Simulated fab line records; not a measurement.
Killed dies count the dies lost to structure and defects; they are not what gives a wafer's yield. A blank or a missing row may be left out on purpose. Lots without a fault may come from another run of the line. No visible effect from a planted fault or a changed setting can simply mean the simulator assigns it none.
Struck lot and sound lot, side by side / flow sky130 / 18 steps out of a route of 708
Sound: the wafers L940.1, L940.4, L940.5. Wafers L950.2, L950.4, L950.5 were the ones struck. At the end, the cause is stated.
Each step with rows lists, per side, the tool, then ch with its chambers, then its first start. Under that, the readings that differ: sound wafers / struck wafers / difference of the means / sigmas: that difference in standard deviations of wafers without a fault.
alike: readings with means less than 2 such deviations apart, plus words and numbers identical on both sides. not compared: withheld readings, readings lacking a value on some wafer, bounds such as >300 that could conceal the same value, and numbers that have no deviation in the record and whose values overlap.
Wherever a step has rows on one side only, a row that says differs or no value, or a row with sigmas, the two part there. Non-overlapping numbers with no deviation appear without sigmas and do not part them. A reading that every wafer of one side lacks parts them only if that side has two wafers or more.

first, 1 step without rows for these wafers: SKY_VT_ADJUST_PCH_IMPLANT_08.
SKY_VT_ADJUST_PCH_STRIP_09: strips in O2/N2.
  sound on plasma-asher-02 ch 1, day 12 19:22; struck on plasma-asher-02 ch 0,1, day 15 16:10
  alike: drypump-motor-current-A, oes-product-au, strip-time-to-endpoint-s
  not compared: rf-hours-counter-h
SKY_VT_ADJUST_PCH_TW_MEAS_10:
  sound on film-metro-04 at day 12 19:28; struck on film-metro-03 at day 15 16:16
  alike: VT_ADJUST_PCH_TW
then, 7 steps without rows for these wafers: SKY_SONOS_TUNNEL_DEHYDRATE_00 (time 60 s); SKY_SONOS_TUNNEL_HMDS_01 (prime time 60 s); SKY_SONOS_TUNNEL_COAT_02 (resist thk 1140 nm); SKY_SONOS_TUNNEL_SOFTBAKE_03 (time 60 s); SKY_SONOS_TUNNEL_EXPOSE_04 (exposes mask TUNM, target cd 410 nm); SKY_SONOS_TUNNEL_PEB_05; SKY_SONOS_TUNNEL_DEVELOP_06 (develop time 60 s).
SKY_SONOS_TUNNEL_CD_MEAS_07: the cd target is 410 nm.
  sound on cd-sem-01 at day 13 20:34; struck on cd-sem-01 at day 16 19:41
reading=cd-nm (nm); sound=409.2 409.8 408.3; struck=413.2 414.5 412.9; difference=+4.4; sigmas=+2
SKY_SONOS_TUNNEL_OVL_MEAS_08:
  sound on overlay-01 at day 13 20:41; struck on overlay-01 at day 16 19:48
  alike: SONOS_TUNNEL_OVL
SKY_SONOS_TUNNEL_IMPLANT_09:
  sound on implanter-04 ch 0, day 13 20:43; struck on implanter-02 ch 0, day 16 20:10
  alike: end-station-pressure-torr, faraday-current-uA
then, 2 steps without rows for these wafers: SKY_SONOS_TUNNEL_WET_ETCH_10 (etches SiO2 in dHF, target depth 14 nm, time 280 s); SKY_SONOS_TUNNEL_STRIP_11 (strips in SPM, time 600 s).
SKY_SONOS_TUNNEL_TW_MEAS_12:
  sound on film-metro-04 at day 13 21:08; struck on film-metro-03 at day 16 21:02
reading=SONOS_TUNNEL_TW; sound=200.5 199.5 201.9; struck=243.4 244.1 242.3; difference=+42.6; sigmas=+43
then, 1 step without rows for these wafers: SKY_SONOS_TUNNEL_CLEAN_13 (cleans in dHF, time 20 s).
SKY_PAD_OPEN_PROBE_99:
  rows exist in the record for the sound wafers here (prober-02, day 47 22:58), none for the struck ones

== WHERE THEY PART ==
First at SKY_SONOS_TUNNEL_CD_MEAS_07; last, within this record, at SKY_PAD_OPEN_PROBE_99.

WHY: what the simulator had put in
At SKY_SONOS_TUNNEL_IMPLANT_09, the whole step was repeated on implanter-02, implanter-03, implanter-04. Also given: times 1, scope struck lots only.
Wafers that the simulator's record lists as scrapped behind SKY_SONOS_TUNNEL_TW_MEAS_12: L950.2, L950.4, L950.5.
